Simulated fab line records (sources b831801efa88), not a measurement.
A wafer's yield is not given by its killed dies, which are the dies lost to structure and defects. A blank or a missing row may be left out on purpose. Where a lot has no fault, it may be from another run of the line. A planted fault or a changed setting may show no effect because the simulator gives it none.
Chamber matching || flow gf180mcu || GF_STI_CMP_25 on cmp-01: 4 sister chambers
The step polishes, stops on Si3N4, t overpolish 33 s, target thk 524.6 nm. 14 wafers are shown with their chamber, then 7 later ones without.

## EACH WAFER AND ITS CHAMBER
{"wafer": "L445.3", "chamber": 2, "motor current A (A)": 14.7, "retaining ring pressure frac": 0.996, "edge zone pressure frac": 0.999}
{"wafer": "L445.5", "chamber": 2, "motor current A (A)": 14.8, "retaining ring pressure frac": 0.998, "edge zone pressure frac": 1.001}
{"wafer": "L445.6", "chamber": 3, "motor current A (A)": 11.3, "retaining ring pressure frac": 0.998, "edge zone pressure frac": 1.007}
{"wafer": "L448.1", "chamber": 2, "motor current A (A)": 14.2, "retaining ring pressure frac": 1.002, "edge zone pressure frac": 0.994}
{"wafer": "L448.4", "chamber": 1, "motor current A (A)": 11.1, "retaining ring pressure frac": 0.991, "edge zone pressure frac": 1.008}
{"wafer": "L448.5", "chamber": 2, "motor current A (A)": 14.9, "retaining ring pressure frac": 1.006, "edge zone pressure frac": 1.003}
{"wafer": "L450.1", "chamber": 0, "motor current A (A)": 11.9, "retaining ring pressure frac": 1.002, "edge zone pressure frac": 1.008}
{"wafer": "L450.2", "chamber": 2, "motor current A (A)": 14.9, "retaining ring pressure frac": 1.004, "edge zone pressure frac": 0.990}
{"wafer": "L450.4", "chamber": 3, "motor current A (A)": 11.5, "retaining ring pressure frac": 0.997, "edge zone pressure frac": 1.003}
{"wafer": "L451.1", "chamber": 3, "motor current A (A)": 11.7, "retaining ring pressure frac": 1.002, "edge zone pressure frac": 1.001}
{"wafer": "L451.3", "chamber": 2, "motor current A (A)": 15.0, "retaining ring pressure frac": 0.997, "edge zone pressure frac": 0.995}
{"wafer": "L451.5", "chamber": 0, "motor current A (A)": 12.5, "retaining ring pressure frac": 0.996, "edge zone pressure frac": 1.001}
{"wafer": "L458.3", "chamber": 1, "motor current A (A)": 11.6, "retaining ring pressure frac": 0.994, "edge zone pressure frac": 1.002}
{"wafer": "L458.4", "chamber": 3, "motor current A (A)": 11.4, "retaining ring pressure frac": 1.003, "edge zone pressure frac": 0.991}

SIGNATURES, as means of the wafers listed above
{"reading": "motor current A", "chamber 0": 12.200, "chamber 1": 11.350, "chamber 2": 14.750, "chamber 3": 11.475, "scatter within a chamber": 0.284}
{"reading": "retaining ring pressure frac", "chamber 0": 0.99900, "chamber 1": 0.99250, "chamber 2": 1.00050, "chamber 3": 1.00000, "scatter within a chamber": 0.00363}
{"reading": "edge zone pressure frac", "chamber 0": 1.00450, "chamber 1": 1.00500, "chamber 2": 0.99700, "chamber 3": 1.00050, "scatter within a chamber": 0.00547}
Rule: for each reading, subtract the chamber's mean from the wafer's reading, divide by that reading's scatter and square the result; add these up over the readings and take the root, which gives the wafer's distance from the chamber. The wafer belongs to the nearest chamber; if the next one is less than 2 further off, it can't be placed. How the scatter is found: for the shown wafers, subtract from each reading the mean of its chamber, square and add these, divide the total by (wafers less chambers), then take the root.

## WAFERS WITH NO CHAMBER GIVEN
{"wafer": "L458.6", "motor current A (A)": 12.0, "retaining ring pressure frac": 0.999, "edge zone pressure frac": 1.001}
{"wafer": "L461.1", "motor current A (A)": 11.6, "retaining ring pressure frac": 1.009, "edge zone pressure frac": 1.005}
{"wafer": "L461.2", "motor current A (A)": 11.2, "retaining ring pressure frac": 1.002, "edge zone pressure frac": 0.999}
{"wafer": "L461.5", "motor current A (A)": 12.1, "retaining ring pressure frac": 0.999, "edge zone pressure frac": 1.001}
{"wafer": "L467.1", "motor current A (A)": 11.7, "retaining ring pressure frac": 1.005, "edge zone pressure frac": 0.997}
{"wafer": "L467.3", "motor current A (A)": 12.2, "retaining ring pressure frac": 0.994, "edge zone pressure frac": 1.007}
{"wafer": "L467.5", "motor current A (A)": 12.1, "retaining ring pressure frac": 0.997, "edge zone pressure frac": 1.008}

## WHICH CHAMBER EACH ONE RAN IN
{"wafer": "L458.6", "from the rows above": "can't be placed: 0 or 3", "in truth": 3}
{"wafer": "L461.1", "from the rows above": "can't be placed: 3 or 0 or 1", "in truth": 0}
{"wafer": "L461.2", "from the rows above": "can't be placed: 3 or 1", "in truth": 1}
{"wafer": "L461.5", "from the rows above": "can't be placed: 0 or 3", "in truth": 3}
{"wafer": "L467.1", "from the rows above": "can't be placed: 3 or 0", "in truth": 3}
{"wafer": "L467.3", "from the rows above": "can't be placed: 0 or 1 or 3", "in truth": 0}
{"wafer": "L467.5", "from the rows above": "can't be placed: 0 or 3", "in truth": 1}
Correctly placed: 0 of 7. Unplaceable from these rows: 7, with the true chamber sitting among the candidates in 6. Placed wrongly: 0.
